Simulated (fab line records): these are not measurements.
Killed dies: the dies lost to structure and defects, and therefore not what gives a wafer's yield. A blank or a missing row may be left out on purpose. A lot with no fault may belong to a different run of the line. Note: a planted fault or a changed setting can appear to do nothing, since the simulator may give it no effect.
Struck lot and sound lot, side by side -- flow sky130 -- 22 steps out of a route of 708
Sound: these wafers, L860.1, L860.3, L860.6. Wafers L880.2, L880.5, L880.6 were the ones struck. Last of all comes the cause.
At each step with rows: each side's tool, then ch and its chambers, then its first start. Under that, the readings that differ: sound wafers -- struck wafers -- difference of the means -- sigmas: that difference in standard deviations of wafers without a fault.
alike: a reading whose means differ by less than 2 such deviations, as well as words and numbers matching on both sides. not compared: withheld readings; readings where some wafer has no value; bounds like >300 that might hide an equal value; numbers whose values overlap and for which the record gives no deviation.
The two part at a step that has a row with sigmas, a row that says differs or no value, or rows on one side only. Non-overlapping numbers with no deviation appear without sigmas and do not part them. Lack of a reading on every wafer of one side parts them only where that side has two or more wafers.

first, 1 step without rows for these wafers: SKY_LOCAL_INTERCONNECT_CLEAN_18 (cleans in O3/DIW).
SKY_CONTACT_CVD_00: deposits Si3N4, target thk 75 nm.
  sound on pecvd-03 ch 0,1, day 32 04:44; struck on pecvd-03 ch 0,2, day 37 13:12
  alike: heater power w
SKY_CONTACT_THK_MEAS_01:
  sound: film metro-04 at day 32 04:46; struck: film metro-04 at day 37 13:16
  alike: CONTACT_CVD_00_THK
then, 1 step without rows for these wafers: SKY_CONTACT_HDPCVD_02 (deposits SiO2, target thk 565 nm, time 94.2 s).
SKY_CONTACT_THK_MEAS_03:
  sound: film metro-02 at day 32 04:53; struck: film metro-02 at day 37 13:23
  alike: CONTACT_HDPCVD_THK
SKY_CONTACT_CMP_04: polishes SiO2.
  sound on cmp-02 ch 1,2, day 32 04:58; struck on cmp-01 ch 1,2,3, day 37 13:32
  alike: motor current A, time to endpoint s
SKY_CONTACT_BOW_MEAS_05:
  sound: film metro-02 at day 32 05:16; struck: film metro-04 at day 37 13:46
  alike: CONTACT_BOW
then, 5 steps without rows for these wafers: SKY_CONTACT_DEHYDRATE_06 (time 60 s); SKY_CONTACT_HMDS_07 (prime time 60 s); SKY_CONTACT_COAT_08 (resist thk 60 nm); SKY_CONTACT_COAT_09 (resist thk 450 nm); SKY_CONTACT_SOFTBAKE_10 (time 90 s).
SKY_CONTACT_EXPOSE_11: exposes mask CTM1, target cd 170 nm.
  sound on krf scanner-01 ch 0, day 32 19:13; struck on krf scanner-02 ch 0, day 38 03:16
reading,sound,struck,difference,sigmas
exposure dose mJ cm2,38.01 37.97 37.99,35.13 35.13 35.17,-2.85,-73
  alike: mask
then, 2 steps without rows for these wafers: SKY_CONTACT_PEB_12; SKY_CONTACT_DEVELOP_13 (develop time 60 s).
SKY_CONTACT_CD_MEAS_14: the cd target is 170 nm.
  sound: cd sem-01 at day 33 09:11; struck: cd sem-02 at day 38 15:54
reading,sound,struck,difference,sigmas
cd nm (nm),170.6 170.5 169.9,156.0 155.8 156.9,-14.1,-11
  not compared: hold
SKY_CONTACT_OVL_MEAS_15:
  sound: overlay-01 at day 33 09:19; struck: overlay-01 at day 38 18:46
reading,sound,struck,difference,sigmas
hold,- - -,await dispo/2.8h/release await dispo/2.8h/release await dispo/2.8h/release,no value on the sound wafers,
  alike: CONTACT_OVL
SKY_CONTACT_ETCH_16: etches BARC in N2/H2, stops on SiO2, time 45.9 s, target depth 60 nm.
  sound on rie diel-02 ch 0,1, day 33 09:21; struck on rie diel-03 ch 0,2,3, day 38 18:48
reading,sound,struck,difference,sigmas
model.CONTACT.cd nm (nm),170.5 170 169.6,155.4 155.8 156.4,-14.2,
  alike: drypump motor current A, n2 flow sccm, oes product au, throttle valve pct
  not compared: rf hours counter h
SKY_CONTACT_ETCH_17: etches SiO2 in C4F8/O2/Ar, stops on Si3N4, target depth 340 nm.
  sound on rie diel-02 ch 0,1, day 33 09:23; struck on rie diel-03 ch 0,2,3, day 38 18:50
  alike: oes product au
SKY_CONTACT_ETCH_18: etches Si3N4 in CHF3/O2, stops on TiN, time 39 s, target depth 75 nm.
  sound on rie diel-02 ch 0,1; struck on rie diel-03 ch 0,2,3
reading,sound,struck,difference,sigmas
model.CONTACT.cd nm (nm),170.5 170 169.9,155.6 155.7 156.4,-14.2,
  alike: O2_flow_sccm, drypump motor current A, oes product au, throttle valve pct
  not compared: rf hours counter h
SKY_CONTACT_STRIP_19: strips in O2/N2.
  sound on plasma asher-04 ch 1, day 33 09:29; struck on plasma asher-01 ch 0,1, day 38 18:56
  alike: drypump motor current A, n2 flow sccm, oes product au, strip time to endpoint s
  not compared: rf hours counter h
-- the record jumps here: 12 days lie between the struck wafers' starts before and after (it left off in module CONTACT and takes up again in module PAD_OPEN, whose first step shown is number 708 of the route) --
SKY_PAD_OPEN_PROBE_99:
  sound: prober-02 at day 46 22:32; struck: prober-02 at day 50 18:35
reading,sound,struck,difference,sigmas
killed at other,0 2 1,0 0 0,-1,-2
model.etest.mcon chain.rc ohm,15.95 17.24 16.86,19.01 18.69 17.74,+1.80,
  alike: killed_at_M0_to_M3, killed_at_M4_up, killed at contacts, killed at front end, killed dies, killed on rim, killed open, killed short

== WHERE THEY PART ==
First at SKY_CONTACT_EXPOSE_11; last, within this record, at SKY_PAD_OPEN_PROBE_99.

WHY: what the simulator had put in
Drift in process parameters on krf scanner-02 at SKY_CONTACT_EXPOSE_11, starting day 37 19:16. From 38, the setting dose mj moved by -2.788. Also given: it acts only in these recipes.
